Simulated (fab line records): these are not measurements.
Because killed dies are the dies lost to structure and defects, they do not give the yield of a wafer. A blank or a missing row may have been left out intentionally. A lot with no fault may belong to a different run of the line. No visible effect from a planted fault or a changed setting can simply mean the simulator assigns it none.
fab line records	flow sky130
[record] lots = 4	wafers = 12	last_day = 50
route steps=708 shown GATE_OXIDE@192 POLY_GATE@204 RES_PROTECT@206 PAD_OPEN@708
lots with no fault: from the same line, run without faults
start_h: start of the lot's first displayed wafer, in hours after the record's first day	wait_h: hours from the lot's prior step to this one	" the same as in the row above	L1.1+2: several wafers, shown together as one row	- no value present, or no start provided	* or withheld: withheld	< > ~ a bound
route shown NAME@n: names a module that has steps shown in the file, with the first one's number in the route	usual: mean and standard deviation over wafers with no fault	same: alike in all rows	chamber/n: place in a boat	sites: the reading at each site	_std_site: their standard deviation	_edge_site: mean of outer sites minus mean of inner sites	radius_mm: how far each site lies from the wafer's centre	mask NAME#n: copy n	behind: the last tool/chamber to shape the wafer	hold: the reason the lot was held/the length of the hold in hours/how it ended	device: the transistor (n, p or np) that didn't switch	end of line: the same wafers' tests at the end of the route	for a step that has no rows: nothing shown but its recipe	killed: at the first sort, the dies lost to defects and structure; wafer yield is something else	map: shows each die of a wafer: x if killed, . if not, _ if none is there
set.NAME: the setting that was run; set.NAME@STEP: the one run at that earlier step	model.NAME: the simulator's own value behind a step, which no gauge read
a table for each step, a row for each wafer; lots at some steps of the route
services: from which hour (start_h, from the record's first day; less than 0 if before it) a tool's chamber was out of use, for how many hours, and why
[[steps]]
[step SKY_GATE_OXIDE_COAT_05]
[recipe] resist = NOVOLAK	spin_rpm = 3000	resist_thk_nm = 1140
[step SKY_GATE_OXIDE_SOFTBAKE_06]
[recipe] temp_c = 90	time_s = 60	resist = NOVOLAK
[step SKY_GATE_OXIDE_EXPOSE_07]
[recipe] mask_id = LVOM	na = 0.6	source_shape = conventional	sigma_outer = 0.6	polarization = unpolarized	target_cd_nm = 600	dose_mj = 170
[step SKY_GATE_OXIDE_PEB_08]
[recipe] temp_c = withheld	time_s = *	resist = NOVOLAK
[step SKY_GATE_OXIDE_DEVELOP_09]
[recipe] resist = NOVOLAK	developer = TMAH	develop_time_s = 60	dev_temp_c = 23
[step SKY_GATE_OXIDE_IMPLANT_11]
[recipe] species = B	energy_kev = 10	dose_cm2 = 2.6e+12	tilt_deg = withheld
[step SKY_GATE_OXIDE_WET_ETCH_12]
[recipe] chemistry = dHF	target_depth_nm = 16.8	dry = n2_spin	target = SiO2	dilution = 100:1	temp_c = 25	time_s = 336
[step SKY_GATE_OXIDE_STRIP_13]
[recipe] chemistry = O2/N2	power_w = 1400	pressure_mtorr = 1500	platen_temp_c = withheld	o2_flow_sccm = 3000	n2_flow_sccm = 300	overash_fraction = 0.5
[step SKY_GATE_OXIDE_CLEAN_15]
[recipe] chemistry = SC1/SC2	mix = 1:4:20	temp_c = 70	time_s = 150	dry = n2_spin
[step SKY_GATE_OXIDE_OXIDATION_16]
[recipe] temp_c = 800	ambient = O2	idle_temp_c = 700	ramp_up_c_per_min = 10	ramp_down_c_per_min = 3	stabilise_s = 600	purge_s = 300	target_thk_a = 35.7	ox_time_s = 1915
[step SKY_POLY_GATE_CVD_00]
[recipe] material = poly-Si	target_thk_nm = 180	temp_c = 620	time_s = 720	pressure_mtorr = 200
[usual] pressure_mtorr = 200.1/0.48
lot.wafer	tool	chamber	start_h	wait_h	pressure_mtorr	model.poly-Si_of_POLY_GATE_CVD_00.thk_nm
L733.2	lpcvd-01	0	376.10	0.0	200.2	181.4
L733.4	"	0	"	"	200.0	181.4
L733.5	"	0	"	"	200.6	180.4
L737.2	lpcvd-01	0	414.72	0.0	198.3	161.5
L737.3	"	0	"	"	199.6	161.1
L737.5	"	0	"	"	198.9	160.8
L738.1	lpcvd-01	0	430.42	0.0	200.1	161.8
L738.2	"	0	"	"	200.6	159.6
L738.3	"	0	"	"	200.2	160.3
L747.2	lpcvd-01	1	515.86	0.0	200.6	178.6
L747.3	"	1	"	"	200.1	178.8
L747.4	"	1	"	"	199.9	180
[step SKY_POLY_GATE_THK_MEAS_01]
[recipe] reads = poly-Si_of_POLY_GATE_CVD_00
[usual] POLY_GATE_CVD_00_THK = 180.7/1.3
lot.wafer	tool	chamber	start_h	wait_h	POLY_GATE_CVD_00_THK[nm]
L733.2	film_metro-02	-	377.31	0.0	181.4
L733.4	"	-	"	"	181.3
L733.5	"	-	"	"	180.4
L737.2	film_metro-02	-	415.93	0.0	161.4
L737.3	"	-	"	"	161.0
L737.5	"	-	"	"	160.8
L738.1	film_metro-04	-	431.62	0.0	161.7
L738.2	"	-	"	"	159.8
L738.3	"	-	"	"	160.3
L747.2	film_metro-01	-	517.07	0.0	178.6
L747.3	"	-	"	"	178.9
L747.4	"	-	"	"	180.2
[step SKY_RES_PROTECT_DEHYDRATE_00]
[recipe] temp_c = 200	time_s = 60
[step SKY_RES_PROTECT_HMDS_01]
[recipe] prime_time_s = 60	prime_temp_c = 120
[step SKY_RES_PROTECT_COAT_02]
[recipe] resist = NOVOLAK	spin_rpm = 3000	resist_thk_nm = 1140
[step SKY_RES_PROTECT_SOFTBAKE_03]
[recipe] temp_c = 90	time_s = 60	resist = NOVOLAK
[step SKY_RES_PROTECT_EXPOSE_04]
[recipe] mask_id = RPM	na = 0.6	source_shape = conventional	sigma_outer = 0.6	polarization = unpolarized	target_cd_nm = 1270	dose_mj = 131
[step SKY_RES_PROTECT_PEB_05]
[recipe] temp_c = withheld	time_s = *	resist = NOVOLAK
[step SKY_RES_PROTECT_DEVELOP_06]
[recipe] resist = NOVOLAK	developer = TMAH	develop_time_s = 60	dev_temp_c = 23
[step SKY_POLY_GATE_IMPLANT_02]
[recipe] species = P	energy_kev = 30	dose_cm2 = 7.7e+15	tilt_deg = 0
[step SKY_RES_PROTECT_STRIP_07]
[recipe] chemistry = O2/N2	power_w = 1400	pressure_mtorr = 1500	platen_temp_c = withheld	o2_flow_sccm = 3000	n2_flow_sccm = 300	overash_fraction = 0.5
[step SKY_RES_PROTECT_CLEAN_09]
[recipe] chemistry = SC1/SC2	mix = 1:4:20	temp_c = 70	time_s = 150	dry = n2_spin
lot.wafer	tool	chamber	start_h	wait_h	model.poly-Si_of_POLY_GATE_CVD_00.thk_nm
L733.2+4	wet_bench-01	1	406.17	0.0	180.7
L733.5	"	1	"	"	179.8
L737.2	wet_bench-01	3	446.17	0.0	160.8
L737.3	"	3	"	"	160.4
L737.5	"	3	"	"	160.2
L738.1	wet_bench-02	1	462.22	0.1	161.2
L738.2	"	1	"	"	159
L738.3	"	1	"	"	159.7
L747.2	wet_bench-02	0	546.57	0.0	177.9
L747.3	"	0	"	"	178.2
L747.4	"	0	"	"	179.3
[step SKY_POLY_GATE_CVD_03]
[recipe] material = Si3N4	precursor = DCS/NH3	target_thk_nm = 75	temp_c = 770	time_s = 1290	pressure_mtorr = 250
[step SKY_POLY_GATE_DEHYDRATE_05]
[recipe] temp_c = 200	time_s = 60
[step SKY_POLY_GATE_HMDS_06]
[recipe] prime_time_s = 60	prime_temp_c = 120
[step SKY_POLY_GATE_COAT_07]
[recipe] resist = BARC	temp_c = withheld	time_s = withheld	spin_rpm = 3000	resist_thk_nm = 110
[step SKY_POLY_GATE_COAT_08]
[recipe] resist = KrF-thick	spin_rpm = 3000	resist_thk_nm = 450
[step SKY_POLY_GATE_SOFTBAKE_09]
[recipe] temp_c = 100	time_s = 90	resist = KrF-thick
[step SKY_POLY_GATE_EXPOSE_10]
[recipe] mask_id = P1M	na = 0.68	source_shape = conventional	sigma_outer = 0.6	target_cd_nm = 150	dose_mj = 28
[step SKY_POLY_GATE_PEB_11]
[recipe] peb_temp_c = withheld	peb_time_s = withheld	resist = KrF-thick
[step SKY_POLY_GATE_DEVELOP_12]
[recipe] develop_time_s = 60	resist = KrF-thick	dev_temp_c = 21
[step SKY_POLY_GATE_ETCH_15]
[recipe] chemistry = N2/H2	target = BARC	ion_energy_ev = 200	source_w = 500	bias_w = 100	pressure_mtorr = 30	n2_flow_sccm = 100	h2_flow_sccm = 200	stop_on = SiO2	time_s = 118.5	target_depth_a = 1100
[step SKY_POLY_GATE_ETCH_16]
[recipe] stop_on = poly-Si	chemistry = CH3F/O2	target = Si3N4	source_w = 400	bias_w = 80	pressure_mtorr = 25	ch3f_flow_sccm = 40	O2_flow_sccm = 30	time_s = 147.5	target_depth_a = 750
[step SKY_POLY_GATE_ETCH_17]
[recipe] target_depth_nm = 180	stop_on = SiO2	over_etch_frac = 0.56667	chemistry = HBr/Cl2	target = poly-Si	icp_w = 400	bias_w = 100	pressure_mtorr = 10	HBr_flow_sccm = 150	Cl2_flow_sccm = 50	time_s = 70.5
[usual] HBr_flow_sccm = 150.0/0.5	drypump_motor_current_A = 5.7/0.5	oes_product_au = 0.990/0.0056	throttle_valve_pct = 33.684/0.0095
lot.wafer	tool	chamber	start_h	wait_h	HBr_flow_sccm	drypump_motor_current_A	oes_product_au	rf_hours_counter_h	throttle_valve_pct	model.etch.depth_nm	model.POLY_GATE.feature_depth_nm
L733.2	rie_si-02	0	438.90	0.0	149.6	6.0	0.997	5	33.682	180.7	180.7
L733.4	"	3	"	"	149.8	6.3	0.986	3	33.667	180.7	180.7
L733.5	"	1	"	"	149.4	5.2	0.992	-	33.685	178.7	178.7
L737.2	rie_si-01	1	478.15	0.0	149.8	5.2	0.919	2	33.681	160.8	160.8
L737.3	"	0	"	"	151.1	5.3	0.912	1	33.689	160.4	160.4
L737.5	"	2	"	"	150.0	6.0	0.917	-	33.693	160.2	160.2
L738.1	rie_si-02	2	494.01	0.0	150.7	4.9	0.915	1	33.684	161.2	161.2
L738.2	"	1	"	"	149.6	5.2	0.915	0	33.672	159	159
L738.3	"	0	"	"	150.0	6.0	0.914	5	33.689	159.7	159.7
L747.2	rie_si-02	3	578.71	0.0	149.3	6.2	0.989	3	33.676	177.9	177.9
L747.3	"	1	"	"	149.9	5.2	0.981	0	33.655	176.8	176.8
L747.4	"	2	"	"	150.1	4.9	0.989	1	33.692	179.3	179.3
[step SKY_POLY_GATE_STRIP_18]
[recipe] chemistry = O2/N2	power_w = 1400	pressure_mtorr = 1500	platen_temp_c = withheld	o2_flow_sccm = 3000	n2_flow_sccm = 300	overash_fraction = 0.5
[step SKY_PAD_OPEN_PROBE_99]
[usual] killed_at_M0_to_M3 = 43/7.3	killed_at_M4_up = 3.0/2	killed_at_contacts = 24/5.2	killed_at_front_end = 15/4.4	killed_at_other = 0.2/0.48	killed_dies = 86/9.1	killed_on_rim = 16/4	killed_open = 47/7.3	killed_short = 38/6.4
[same] gross_dies = 492	killed_at_back_side = 0
lot.wafer	tool	chamber	start_h	wait_h	killed_at_M0_to_M3	killed_at_M4_up	killed_at_contacts	killed_at_front_end	killed_at_other	killed_dies	killed_on_rim	killed_open	killed_short	model.etest.res_high_po.line_ohm_um	model.etest.res_poly.line_ohm_um	model.etest.res_high_po.rs_ohm_sq	model.etest.licon_high_po.rc_ohm	model.etest.cap_li_to_poly.c_af_um2	model.etest.res_poly.rs_ohm_sq
L733.2	prober-01	-	1123.62	0.1	36	5	25	22	0	88	11	53	34	724.1	480.4	252.6	335.1	97.36	47.15
L733.4	prober-01	-	1123.72	0.2	35	3	31	17	2	88	12	51	36	746	537.6	255.2	350.9	96.13	47.44
L733.5	prober-01	-	1123.77	0.2	47	2	24	19	0	92	19	57	35	737.9	540.5	257.6	351.1	100.4	48.06
L737.2	prober-01	-	1149.57	0.1	45	1	21	16	0	83	17	49	34	784.6	537.3	278.2	331.6	95.76	52.54
L737.3	prober-01	-	1149.62	0.2	47	3	25	12	1	88	19	56	32	812.9	577.1	284	322.6	92.05	53.87
L737.5	prober-01	-	1149.72	0.2	50	1	18	19	0	88	20	48	40	791.3	576.4	276.9	318.6	91.92	52.16
L738.1	prober-02	-	1154.81	0.1	38	3	27	18	0	86	16	43	42	787.9	547.4	274.8	321.1	93.35	51.75
L738.2	prober-02	-	1154.86	0.1	44	4	30	14	0	92	22	44	46	780.2	538.1	275.4	329.7	92.86	52.49
L738.3	prober-02	-	1154.91	0.2	41	0	25	10	0	76	16	43	33	815.9	562.2	287.5	331.9	93.79	53.22
L747.2	prober-02	-	1205.36	0.1	34	3	22	14	2	75	15	44	30	748.2	503.8	265.2	345.8	95.49	48.55
L747.3	prober-02	-	1205.41	0.2	43	7	17	18	0	85	19	40	44	765.5	508.9	270	363.5	96.78	49.94
L747.4	prober-02	-	1205.46	0.2	42	3	20	13	0	78	11	40	37	747.6	495.1	264.1	362.8	93.91	48.47
// killed by level:class
L733.2 CONTACT:geometric_particle:open=9 VIA1:geometric_particle:open=9 FIELD_ISO:geometric_particle:open=8 LI_CONTACT:geometric_particle:open=7 VIA3:geometric_particle:open=6 FIELD_ISO:geometric_particle:short=5 METAL4:geometric_particle:short=5 POLY_GATE:geometric_particle:open=4
L733.4 CONTACT:geometric_particle:open=14 VIA1:geometric_particle:open=8 CONTACT:geometric_particle:short=6 VIA3:geometric_particle:open=6 METAL2:geometric_particle:short=5 LI_CONTACT:geometric_particle:open=5 VIA1:geometric_particle:short=5 FIELD_ISO:geometric_particle:open=4
L733.5 VIA1:geometric_particle:open=13 CONTACT:geometric_particle:open=12 VIA3:geometric_particle:open=9 FIELD_ISO:geometric_particle:open=7 VIA2:geometric_particle:open=7 LOCAL_INTERCONNECT:geometric_particle:short=5 METAL2:geometric_particle:short=5 FIELD_ISO:geometric_particle:short=4
L737.2 VIA1:geometric_particle:open=14 CONTACT:geometric_particle:open=8 VIA3:geometric_particle:open=6 VIA2:geometric_particle:open=6 CONTACT:geometric_particle:short=5 FIELD_ISO:geometric_particle:short=4 FIELD_ISO:geometric_particle:open=4 METAL1:geometric_particle:short=4
L737.3 VIA1:geometric_particle:open=15 CONTACT:geometric_particle:open=10 VIA3:geometric_particle:open=9 VIA2:geometric_particle:open=5 LI_CONTACT:geometric_particle:open=5 VIA1:geometric_particle:short=5 CONTACT:geometric_particle:short=5 METAL1:geometric_particle:short=4
L737.5 VIA1:geometric_particle:open=11 CONTACT:geometric_particle:open=9 VIA2:geometric_particle:open=8 VIA3:geometric_particle:open=7 VIA2:geometric_particle:short=6 FIELD_ISO:geometric_particle:open=5 METAL3:geometric_particle:short=5 POLY_GATE:geometric_particle:short=4
L738.1 CONTACT:geometric_particle:open=11 VIA1:geometric_particle:open=11 LI_CONTACT:geometric_particle:open=7 METAL2:geometric_particle:short=6 VIA3:geometric_particle:open=6 FIELD_ISO:geometric_particle:short=5 FIELD_ISO:geometric_particle:open=5 POLY_GATE:geometric_particle:short=4
L738.2 VIA1:geometric_particle:open=13 CONTACT:geometric_particle:open=12 VIA1:geometric_particle:short=7 METAL2:geometric_particle:short=7 LOCAL_INTERCONNECT:geometric_particle:short=6 LI_CONTACT:geometric_particle:short=5 POLY_GATE:geometric_particle:short=4 LI_CONTACT:geometric_particle:open=4
L738.3 CONTACT:geometric_particle:open=9 VIA1:geometric_particle:open=8 LI_CONTACT:geometric_particle:open=7 VIA2:geometric_particle:open=7 VIA1:geometric_particle:short=6 CONTACT:geometric_particle:short=5 VIA3:geometric_particle:open=5 METAL1:geometric_particle:short=4
L747.2 VIA1:geometric_particle:open=7 POLY_GATE:geometric_particle:open=6 CONTACT:geometric_particle:open=6 CONTACT:geometric_particle:short=6 VIA2:geometric_particle:open=5 VIA3:geometric_particle:short=5 VIA3:geometric_particle:open=5 LI_CONTACT:geometric_particle:open=4
L747.3 VIA1:geometric_particle:open=9 FIELD_ISO:geometric_particle:short=8 LI_CONTACT:geometric_particle:open=7 METAL1:geometric_particle:short=6 METAL2:geometric_particle:short=6 VIA2:geometric_particle:open=5 CONTACT:geometric_particle:open=4 VIA2:geometric_particle:short=4
L747.4 VIA1:geometric_particle:open=8 METAL2:geometric_particle:short=7 CONTACT:geometric_particle:open=6 LI_CONTACT:geometric_particle:open=5 VIA3:geometric_particle:open=5 POLY_GATE:geometric_particle:open=4 LI_CONTACT:geometric_particle:short=4 METAL3:geometric_particle:short=4
[[services]]
tool	chamber	start_h	hours	kind
rie_si-01	3	360.28	1.4	repair
rie_si-02	2	369.89	-	clean
rie_si-02	2	369.89	17.9	scheduled_down
rie_si-02	2	369.89	17.9	vent_cycle
wet_bench-01	-	370.16	4.2	repair
wet_bench-02	-	379.58	34.5	pm
rie_si-01	2	405.49	11.0	repair
lpcvd-01	-	424.55	4.3	pm
rie_si-02	1	462.89	-	clean
rie_si-02	1	462.89	20.3	scheduled_down
rie_si-02	1	462.89	20.3	vent_cycle
rie_si-01	2	470.08	6.1	repair
rie_si-02	-	472.48	14.6	pm
rie_si-01	3	475.10	7.1	repair
lpcvd-01	-	489.37	0.7	repair
wet_bench-01	-	500.16	1.3	repair
rie_si-02	3	546.46	5.6	repair
rie_si-02	1	563.25	6.6	repair
rie_si-01	3	571.83	13.2	repair
rie_si-02	-	572.60	0.3	repair
wet_bench-02	-	573.45	0.7	repair
[[key]]
[first_sign] step = SKY_POLY_GATE_THK_MEAS_01	reading = POLY_GATE_CVD_00_THK	direction = down	sigmas = 15	usual = 180.7	struck = 160.8
[effect] step = SKY_POLY_GATE_ETCH_17	reading = oes_product_au	direction = down	sigmas = 13	usual = 0.990	struck = 0.915
[model_effect] step = SKY_POLY_GATE_CVD_00	value = poly-Si_of_POLY_GATE_CVD_00.thk_nm	without = 180.1	struck = 160.8
[model_effect] step = SKY_RES_PROTECT_CLEAN_09	value = poly-Si_of_POLY_GATE_CVD_00.thk_nm	without = 179.5	struck = 160.2
[model_effect] step = SKY_POLY_GATE_ETCH_17	value = etch.depth_nm	without = 178.8	struck = 160.2
[model_effect] step = SKY_PAD_OPEN_PROBE_99	value = etest.res_high_po.line_ohm_um	without = 742.7	struck = 795.5
met_at SKY_POLY_GATE_CVD_00
struck_wafers L737.2,L737.3,L737.5,L738.1,L738.2,L738.3
tester_left_out L737,L738
onset_between 376.10 414.72
[fault] kind = process_parameter_drift	tool = lpcvd-01	chamber = 0	onset_h = 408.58	steps = SKY_POLY_GATE_CVD_00	channel = target_thk_nm	offset = -19.303	shape = step	end_h = 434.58	stated = 180
// tester_left_out: of these lots the tester's yield and bins aren't shown, on N5 and GAA mostly nor the transistor test; their killed dies are dies lost to structure and defects alone, not to doping, threshold or leakage, so they don't give the yield
